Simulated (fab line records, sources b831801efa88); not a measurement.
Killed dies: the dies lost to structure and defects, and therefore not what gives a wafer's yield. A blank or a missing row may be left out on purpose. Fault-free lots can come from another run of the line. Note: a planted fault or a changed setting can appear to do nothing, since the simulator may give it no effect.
The tool behind it: which one? ; flow gf180mcu ; 13 lots, 39 wafers sampled, at 4 steps of a route of 602

## WHAT THE GAUGES SHOWED, per wafer
GF_NSD_CD_MEAS_07 targets a cd of 400 nm. Usual: cd nm reads 400.0 nm (standard deviation 2.6).
lot;measured;on;cd nm (nm);flag
L811;day 13 19:38;cd sem-02;403.8 402.4 402.8;
L810;day 13 21:36;cd sem-02;398.6 399.0 400.2;
L815;day 14 21:38;cd sem-01;399.4 397.9 398.1;
L817;day 15 13:38;cd sem-02;396.0 396.0 398.0;
L820;day 16 10:11;cd sem-02;400.4 403.0 398.8;
L822;day 17 00:49;cd sem-01;405.3 402.9 403.2;
L823;day 17 21:13;cd sem-02;400.0 403.4 401.6;
L824;day 18 01:26;cd sem-01;401.0 403.5 400.5;
L825;day 18 08:50;cd sem-02;401.4 402.3 402.5;
L826;day 18 23:20;cd sem-02;396.7 397.9 395.7;
L828;day 19 19:47;cd sem-02;402.4 400.8 403.8;
L829;day 20 01:46;cd sem-02;401.7 400.5 404.0;
L831;day 20 17:29;cd sem-02;401.0 403.1 400.1;

GF_SAB_THK_MEAS_01. Usual: SAB_CVD_00_THK gives 50.1 nm (standard deviation 0.81).
lot;measured;on;SAB_CVD_00_THK (nm);flag
L811;day 14 17:06;film metro-04;48.3 50.4 51.4;
L810;day 14 19:59;film metro-02;49.7 49.7 50.8;
L815;day 15 21:17;film metro-02;49.9 32.9 50.1;OFF
L817;day 16 14:01;film metro-02;49.8 33.1 50.0;OFF
L820;day 17 11:52;film metro-02;50.4 49.3 50.2;
L822;day 18 03:25;film metro-04;49.4 50.5 51.5;
L823;day 18 23:55;film metro-01;50.3 50.6 50.2;
L824;day 19 03:50;film metro-04;49.0 51.1 51.1;
L825;day 19 11:07;film metro-04;51.1 52.5 50.9;
L826;day 20 01:59;film metro-01;50.0 49.7 50.9;
L828;day 20 19:33;film metro-01;48.9 51.1 49.7;
L829;day 21 01:30;film metro-04;50.2 50.0 50.7;
L831;day 21 17:01;film metro-01;49.6 51.4 51.7;

## EACH LOT AND THE TOOL THAT RAN IT (in order: tool; ch and the chambers of the sampled wafers; start)
lot;GF_HV_LDD_ETCHBACK_58;GF_SAB_CVD_00
L811;rie diel-04 ch 0,2,3, day 13 00:24;pecvd-03 ch 0,1, day 14 17:05
L810;rie diel-04 ch 0,3, day 13 02:01;pecvd-02 ch 0,2, day 14 19:57
L815;rie diel-04 ch 0,1,3, day 14 01:18;pecvd-04 ch 0,1,2, day 15 21:16
L817;rie diel-04 ch 0,1,3, day 14 16:25;pecvd-04 ch 0,1,2, day 16 14:00
L820;rie diel-02 ch 0,3, day 15 11:22;pecvd-02 ch 0,1,2, day 17 11:50
L822;rie diel-02 ch 0,1,2, day 16 01:37;pecvd-02 ch 0,1, day 18 03:23
L823;rie diel-01 ch 0,2,3, day 16 20:33;pecvd-03 ch 0,1,2, day 18 23:53
L824;rie diel-04 ch 1,2, day 17 00:37;pecvd-02 ch 0,1,2, day 19 03:49
L825;rie diel-02 ch 0,1,3, day 17 08:40;pecvd-03 ch 0,1, day 19 11:04
L826;rie diel-02 ch 0,1,2, day 17 22:04;pecvd-02 ch 1,2, day 20 01:58
L828;rie diel-04 ch 2,3, day 18 18:03;pecvd-04 ch 0,2, day 20 19:32
L829;rie diel-04 ch 0,2,3, day 19 00:39;pecvd-03 ch 0,1, day 21 01:28
L831;rie diel-02 ch 0,1, day 19 18:38;pecvd-03 ch 0,1,2, day 21 16:58
- GF_HV_LDD_ETCHBACK_58: etches Si3N4 in CH3F/O2, stops on SiO2, time 100 s, target depth 90 nm.
- GF_SAB_CVD_00: deposits SiO2 from TEOS, target thk 50 nm, time 4.9302 s.

## WHAT THE TOOLS THEMSELVES READ (means of the sampled wafers that have a number; where no wafer has one, the mark that the record gives instead)
GF_HV_LDD_ETCHBACK_58. Usual: chamber pressure mTorr 24.999 mTorr, standard deviation 0.023; drypump motor current A 5.7 A, standard deviation 0.5; oes product au 0.841 a.u., standard deviation 0.0068; throttle valve pct 10.561 %, standard deviation 0.0086.
lot;tool;chamber pressure mTorr (mTorr);drypump motor current A (A);oes product au (a.u.);throttle valve pct (%);flag
L811;rie diel-04;25.005;5.7;0.844;10.561;
L810;rie diel-04;25.003;5.4;0.847;10.562;
L815;rie diel-04;25.020;5.5;0.842;10.564;
L817;rie diel-04;24.982;5.5;0.837;10.566;
L820;rie diel-02;25.000;6.0;0.845;10.564;
L822;rie diel-02;24.997;5.4;0.832;10.557;
L823;rie diel-01;25.006;6.0;0.845;10.561;
L824;rie diel-04;24.999;6.1;0.832;10.562;
L825;rie diel-02;24.982;5.6;0.843;10.556;
L826;rie diel-02;25.010;5.4;0.845;10.555;
L828;rie diel-04;25.002;5.9;0.845;10.567;
L829;rie diel-04;25.001;5.7;0.845;10.561;
L831;rie diel-02;24.990;5.6;0.835;10.560;

GF_SAB_CVD_00. Usual: heater power outer w 392 W, standard deviation 64; heater power w 676 W, standard deviation 110.
lot;tool;heater power outer w (W);heater power w (W);flag
L811;pecvd-03;301;530;
L810;pecvd-02;434;773;
L815;pecvd-04;402;646;
L817;pecvd-04;351;582;
L820;pecvd-02;427;763;
L822;pecvd-02;431;779;
L823;pecvd-03;394;692;
L824;pecvd-02;430;774;
L825;pecvd-03;314;542;
L826;pecvd-02;460;808;
L828;pecvd-04;329;552;
L829;pecvd-03;345;581;
L831;pecvd-03;390;669;

## THE ANSWER, worked out from the rows above alone
Rule: take the mean of a lot's wafers that have a number; if it is more than 3 standard deviations from the usual mean, the lot is off. Also off: a lot with no number at a reading for which 4 or more lots have one. Where the step has rows for the other lots, those lots are counted as sound. The gauges are gone through in route order, then the tools' own readings, and for those a lot's mean is taken as printed above. The first step at which some lot is off is used, and at that step the reading that is off furthest; a lot without a number counts as furthest.
Off: at GF_SAB_THK_MEAS_01 (SAB_CVD_00_THK), L815, L817.
A tool fits if, at a process step before that reading, it ran every lot that is off, and no sound lot after the first of them. The gauges at GF_SAB_THK_MEAS_01 are tried like those tools. No candidate that was tried fits.

## WHAT WAS PUT IN BY THE SIMULATOR
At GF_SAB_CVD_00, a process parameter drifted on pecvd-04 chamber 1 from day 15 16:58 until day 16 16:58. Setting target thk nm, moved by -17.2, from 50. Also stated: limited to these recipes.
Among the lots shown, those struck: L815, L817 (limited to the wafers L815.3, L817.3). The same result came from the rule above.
